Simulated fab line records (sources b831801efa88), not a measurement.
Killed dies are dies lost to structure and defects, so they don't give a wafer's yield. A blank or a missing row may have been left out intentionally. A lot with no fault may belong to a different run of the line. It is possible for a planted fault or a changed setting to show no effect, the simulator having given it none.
Matching of chambers ; flow gf180mcu ; cmp-02 running GF_V3_CMP_04: 4 sister chambers
The step polishes SiO2. 4 wafers are shown with their chamber, then 8 later ones without.

## WAFERS WITH THEIR CHAMBER
wafer;chamber;motor current A (A)
L463.1;2;12.9
L463.2;1;14.0
L463.3;0;13.5
L465.1;3;12.4

## WAFERS WHOSE CHAMBER IS MISSING
wafer;motor current A (A)
L465.3;13.9
L465.5;12.6
L470.1;13.5
L470.3;13.9
L470.5;14.2
L471.2;13.7
L471.3;12.5
L471.6;13.3

## CHAMBER TAKEN BY EACH
wafer;from the rows above;in truth
L465.3;can't be placed: 1 or 0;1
L465.5;can't be placed: 3 or 2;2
L470.1;0;0
L470.3;can't be placed: 1 or 0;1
L470.5;1;1
L471.2;can't be placed: 0 or 1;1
L471.3;can't be placed: 3 or 2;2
L471.6;can't be placed: 0 or 2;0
Correct placement for 2 of the 8. Not placeable from these rows: 6 (in 6, the candidates include the true chamber). Placed wrongly: 0.
How it was worked out, from the rows above alone: a wafer's distance from a chamber is the root of the sum, over the readings, of the square of ((its reading less the chamber's mean) divided by the reading's scatter). The wafer belongs to the nearest chamber; if the next one is less than 2 further off, it can't be placed. A chamber's mean is the mean of its shown wafers. The scatter: root of mean squared gap, hidden wafer to nearest shown wafer, with one shown wafer a chamber.
